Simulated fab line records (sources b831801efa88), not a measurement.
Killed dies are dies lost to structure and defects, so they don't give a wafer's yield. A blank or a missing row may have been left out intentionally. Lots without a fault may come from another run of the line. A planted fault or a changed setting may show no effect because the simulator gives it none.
Check of tool commonality ; flow sky130 ; Lots sampled 11, wafers sampled 33

## WHY IT WAS OPENED
At SKY_RES_PROTECT_TW_MEAS_08 the reading POLY_GATE_TW is flagged on 2 of 11 lots. No-fault wafers: 4028, standard deviation 22.
Rule: a lot is flagged when every wafer of it that has a number lies more than 4 standard deviations from that mean, or none has a number. The rest of the lots are taken to be sound.

lot;measured;on;POLY_GATE_TW, wafer by wafer;flag
L110;day 15 00:55;filmMetro-02;4067 4058 4069;
L112;day 15 14:56;filmMetro-03;3991 4010 4039;
L113;day 16 08:17;filmMetro-04;3986 4016 3990;
L118;day 18 02:22;filmMetro-03;3633 3637 3637;FLAGGED
L120;day 18 18:14;filmMetro-03;3641 3624 3649;FLAGGED
L127;day 21 07:29;filmMetro-03;4005 3995 3989;
L128;day 21 15:08;filmMetro-04;4001 4024 4013;
L130;day 22 10:25;filmMetro-04;4021 4012 4030;
L131;day 22 12:36;filmMetro-02;4039 4026 4057;
L132;day 23 02:14;filmMetro-04;4024 4049 4051;
L133;day 23 07:50;filmMetro-04;4033 4020 4054;
The numbers of the flagged lots are 3637 on average: -391 against the usual, or -18 standard deviations.

## EACH LOT AND THE TOOL IT RAN ON
The record holds 2 process steps before the reading, out of a route of 708 steps. Cell contents, in order: the tool; ch with the chambers the sampled wafers went through; the start.
lot;flag;SKY_POLY_GATE_IMPLANT_02;SKY_RES_PROTECT_STRIP_07
L110;;implanter-01 ch 0, day 15 00:40;plasmaAsher-02 ch 0,1, day 15 00:49
L112;;implanter-02 ch 0, day 15 14:43;plasmaAsher-03 ch 0,1, day 15 14:51
L113;;implanter-01 ch 0, day 16 08:03;plasmaAsher-02 ch 1, day 16 08:11
L118;FLAGGED;implanter-02 ch 0, day 18 02:07;plasmaAsher-02 ch 0,1, day 18 02:16
L120;FLAGGED;implanter-02 ch 0, day 18 17:59;plasmaAsher-02 ch 0,1, day 18 18:07
L127;;implanter-02 ch 0, day 21 07:16;plasmaAsher-03 ch 0,1, day 21 07:24
L128;;implanter-02 ch 0, day 21 14:53;plasmaAsher-04 ch 0,1, day 21 15:01
L130;;implanter-03 ch 0, day 22 10:10;plasmaAsher-04 ch 0,1, day 22 10:19
L131;;implanter-02 ch 0, day 22 12:23;plasmaAsher-02 ch 0,1, day 22 12:31
L132;;implanter-02 ch 0, day 23 01:59;plasmaAsher-03 ch 0,1, day 23 02:07
L133;;implanter-02 ch 0, day 23 07:35;plasmaAsher-03 ch 0,1, day 23 07:44
What the steps here do:
- SKY_POLY_GATE_IMPLANT_02
- SKY_RES_PROTECT_STRIP_07: strips in O2/N2.
- SKY_RES_PROTECT_TW_MEAS_08

## FLAGGED OVER TOTAL, TOOL BY TOOL (the gauges that took the reading come last)
step;tool;lots run;flagged;share of the flagged lots;sound lots run after its first flagged lot
SKY_POLY_GATE_IMPLANT_02;implanter-01;2;0;none;-
SKY_POLY_GATE_IMPLANT_02;implanter-02;8;2;all;5 (L127,L128,L131,L132,L133)
SKY_POLY_GATE_IMPLANT_02;implanter-03;1;0;none;-
SKY_RES_PROTECT_STRIP_07;plasmaAsher-02;5;2;all;1 (L131)
SKY_RES_PROTECT_STRIP_07;plasmaAsher-03;4;0;none;-
SKY_RES_PROTECT_STRIP_07;plasmaAsher-04;2;0;none;-
SKY_RES_PROTECT_TW_MEAS_08;filmMetro-02;2;0;none;-
SKY_RES_PROTECT_TW_MEAS_08;filmMetro-03;4;2;all;1 (L127)
SKY_RES_PROTECT_TW_MEAS_08;filmMetro-04;5;0;none;-

## THE TABLE: WHAT IT ALLOWS
Rows of the table that ran every flagged lot, 3 in all: implanter-02 at SKY_POLY_GATE_IMPLANT_02, plasmaAsher-02 at SKY_RES_PROTECT_STRIP_07, filmMetro-03 at SKY_RES_PROTECT_TW_MEAS_08.
- implanter-02 at SKY_POLY_GATE_IMPLANT_02 ran 8 lots, 2 of them flagged. Sound lots ran on it after the first flagged one (L127, L128, L131, L132, L133), which a lasting fault on the whole tool wouldn't allow. Its own readings (beamOnS, doseIonsCm2) fall more than 4 standard deviations out on all wafers of the flagged lots.
- plasmaAsher-02 at SKY_RES_PROTECT_STRIP_07 ran 5 lots, 2 of them flagged. Sound lots ran on it after the first flagged one (L131), which a lasting fault on the whole tool wouldn't allow. Its own readings (oesProductAu, stripTimeToEndpointS) fall more than 4 standard deviations out on all wafers of the flagged lots.
- filmMetro-03 at SKY_RES_PROTECT_TW_MEAS_08 ran 4 lots, 2 of them flagged. Sound lots ran on it after the first flagged one (L127), which a lasting fault on the whole tool wouldn't allow.
None of the table's rows ran every flagged lot and, after the first, no sound lot.

## WHAT HAD BEEN PUT IN BY THE SIMULATOR
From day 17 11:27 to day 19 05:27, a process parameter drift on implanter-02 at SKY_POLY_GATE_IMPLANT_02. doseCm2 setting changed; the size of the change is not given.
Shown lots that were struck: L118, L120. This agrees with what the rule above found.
